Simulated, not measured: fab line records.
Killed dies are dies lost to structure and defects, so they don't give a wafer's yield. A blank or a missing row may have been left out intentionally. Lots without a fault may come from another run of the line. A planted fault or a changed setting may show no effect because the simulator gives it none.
Split-lot trial	flow sfq-line	23 wafers read across 5 lots, on a route 325 steps long

SPLIT DETAILS
At SFQ_TRILAYER_M8_DEP_EVAP_198 (material Pt, target thk 50 nm, time 250 s), the setting time-s was moved away from the recipe's 250 s on 9 of the 23 wafers read, by -8.3% to -5.6%. This setting was run at the recipe's value on the other wafers.

Reading taken at the split's own step.

THE READING
Pt_of_TRILAYER_M8_DEP_EVAP_198.thk-nm (the simulator's own value, which no gauge read), in nm, at SFQ_TRILAYER_M8_DEP_EVAP_198 (material Pt, target thk 50 nm, time 250 s). The file gives no usual value for it. Across the 14 wafers here that went through the recipe, the average is 50.32 nm and the standard deviation 0.34 nm.

wafer	tool, chamber at the split	time-s as run, s	against the recipe	Pt_of_TRILAYER_M8_DEP_EVAP_198.thk-nm, nm	against lot-mates on the recipe
L077.1	pvd-sputter-02, -	236	-5.6%	47.1	-2.95
L077.2	pvd-sputter-02, -	236	-5.6%	47.17	-2.88
L077.3	pvd-sputter-02, -	250	recipe	50.19	-
L077.4	pvd-sputter-02, -	236	-5.6%	47.25	-2.80
L077.6	pvd-sputter-02, -	250	recipe	49.9	-
L078.1	pvd-sputter-01, -	229.2	-8.3%	46.68	-3.40
L078.2	pvd-sputter-01, -	229.2	-8.3%	46.61	-3.47
L078.3	pvd-sputter-01, -	250	recipe	50.05	-
L078.5	pvd-sputter-01, -	250	recipe	50.11	-
L078.6	pvd-sputter-01, -	229.2	-8.3%	46.45	-3.63
L079.1	pvd-sputter-01, -	250	recipe	50.55	-
L079.2	pvd-sputter-01, -	250	recipe	50.66	-
L079.3	pvd-sputter-01, -	250	recipe	50.38	-
L079.4	pvd-sputter-01, -	250	recipe	49.84	-
L079.6	pvd-sputter-01, -	250	recipe	50.27	-
L082.1	pvd-sputter-02, -	230.5	-7.8%	45.58	-4.89
L082.3	pvd-sputter-02, -	230.5	-7.8%	47.02	-3.45
L082.4	pvd-sputter-02, -	250	recipe	49.91	-
L082.5	pvd-sputter-02, -	250	recipe	51.04	-
L082.6	pvd-sputter-02, -	230.5	-7.8%	46.07	-4.40
L084.1	pvd-sputter-01, -	250	recipe	50.38	-
L084.4	pvd-sputter-01, -	250	recipe	50.78	-
L084.5	pvd-sputter-01, -	250	recipe	50.49	-

FIT RESULTS
A straight line over all 23 wafers: Pt_of_TRILAYER_M8_DEP_EVAP_198.thk-nm changes by +0.497 nm for each +1% of time-s; r = +0.98; the points scatter about the line by 0.42 nm.
The same after taking each lot's own level away (the mean of its wafers on the recipe; 23 wafers): +0.483 nm for each +1%; r = +0.97; scatter 0.43 nm.
On that fit, the largest move of time-s shifts the reading by 4 nm.
Across the lots, their own levels run from 50.045 to 50.550 nm, a range of 1.5 times the standard deviation given above.
So the lot-to-lot level changes the slope little: the two slopes agree.
Check: for one of the wafers moved furthest among these (-8.3%), held out of the fit, the line's prediction against its lot-mates is -4.14 nm. Against them it came out at -3.4 nm.

ADDITIONAL SPLITS CARRIED BY THESE WAFERS
These wafers also went through other splits before the reading. Each is held against what the fit with the lots' levels taken away leaves over:
other split on the same wafers	wafers away from the commonest value	r with Pt_of_TRILAYER_M8_DEP_EVAP_198.thk-nm (lot level and that fit taken away)
SFQ_TRILAYER_M6_LITHO_PEB_162 peb-temp-c	9	+0.08
SFQ_TRILAYER_I6_VIA_LITHO_COAT_174 resist-thk-nm	8	-0.48
SFQ_TRILAYER_M7_DEP_SPUTTER_175 time-s	5	-0.70
SFQ_TRILAYER_M7_ETCH_METAL_ETCH_180 bias-w	11	-0.39

FILE'S OWN FIT
Pt_of_TRILAYER_M8_DEP_EVAP_198.thk-nm changes by +0.485 nm for each +1% of time-s, r = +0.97.
